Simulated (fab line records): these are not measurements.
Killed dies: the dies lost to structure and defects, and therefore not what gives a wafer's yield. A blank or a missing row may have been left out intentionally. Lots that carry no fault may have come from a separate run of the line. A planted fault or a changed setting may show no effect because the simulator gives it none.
8D (eight disciplines) problem report, filled in by code / flow sfq_line / the parts of the form that need people (team, actions taken, sign-off) are left out

## 1. WHAT WENT WRONG
Mean of rf_fwd_power_W at SFQ_TRILAYER_I5_BARC_OPEN_VIA_ETCH_200: 575.1 W across 2 wafers in 2 lots; on wafers with no fault it is 494.9 W (standard deviation 2). Relative to the usual mean, that is a shift of +40 standard deviations.
The step: etches BARC in O2, target depth 125 nm, time 41.7 s.
First seen on wafer L401.4, day 69 19:02, on rie_diel-03. The record has a number at this step for 42 wafers belonging to 14 lots. Rule for "out", or "out of limits": more than 4 standard deviations from the usual mean. The rest of the wafers with a number are treated as sound.

## 2. WHAT IT IS; WHAT IT IS NOT
question=which readings at this step | is=rf_fwd_power_W | is not=chamber_pressure_mTorr, drypump_motor_current_A, oes_product_au
question=which lots | is=L401, L402 | is not=L393, L395, L397, L398, L400, L408, L409, L410, L411, L412, L414, L415
question=which wafers of those lots | is=L401.4, L402.5 | is not=L401.2, L401.3, L402.2, L402.6
question=read on which tools | is=rie_diel-03 | is not=rie_diel-01, rie_diel-02
question=when | is=from day 69 19:02 | is not=up to then (17 sound wafers); but 23 sound wafers of L402, L408, L409, L410, L411, L412, L414, L415 came after

## 3. SUSPECTS, AND WHAT RULES EACH OUT
Counting: a tool at a process step up to the reading stays a suspect if it ran every lot that is out. Sound lots after the first of them don't rule it out here, since some wafers of a struck lot are sound.
- rie_diel-03 at SFQ_TRILAYER_I5_BARC_OPEN_VIA_ETCH_200 (etches BARC in O2, target depth 125 nm, time 41.7 s): kept. Ran every lot that is out, first one L401 (day 69 19:02); last sound lot up to then L400 (day 69 02:31). Out on those wafers are its own readings of rf_fwd_power_W.
- In rie_diel-03 at SFQ_TRILAYER_I5_BARC_OPEN_VIA_ETCH_200, the wafers that are out were processed in chamber 0 and their sound lot-mates in chambers 1, 2, 3.
Remaining after the count: rie_diel-03 at SFQ_TRILAYER_I5_BARC_OPEN_VIA_ETCH_200.

## 4. THE CAUSE (what the simulator had put in)
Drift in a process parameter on rie_diel-03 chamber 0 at SFQ_TRILAYER_I5_BARC_OPEN_VIA_ETCH_200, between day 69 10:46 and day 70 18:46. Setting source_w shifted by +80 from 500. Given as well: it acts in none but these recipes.
Counting left only this tool.

## 5. THE EFFECT CHAIN, in route order
Each row: a reading whose mean over the struck wafers that have a number lies more than 3 standard deviations from the usual. Only readings whose record carries a usual standard deviation are examined. hours: median over the lots of the time between each lot's start at the first step of this table that gives one and its start at this step. sigmas: the change, counted in usual standard deviations.
hours=0; step=SFQ_TRILAYER_I5_BARC_OPEN_VIA_ETCH_200; reading=rf_fwd_power_W; usual=494.9 W; on struck wafers=575.1; change=+80.2; sigmas=+40
Here are the process steps it includes:
- SFQ_TRILAYER_I5_BARC_OPEN_VIA_ETCH_200: etches BARC in O2, target depth 125 nm, time 41.7 s.

## 6. WHAT WOULD HAVE CAUGHT IT SOONER
8 hours passed between the start of the fault at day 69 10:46 and the first reading out of limits in this record, taken at day 69 19:02.
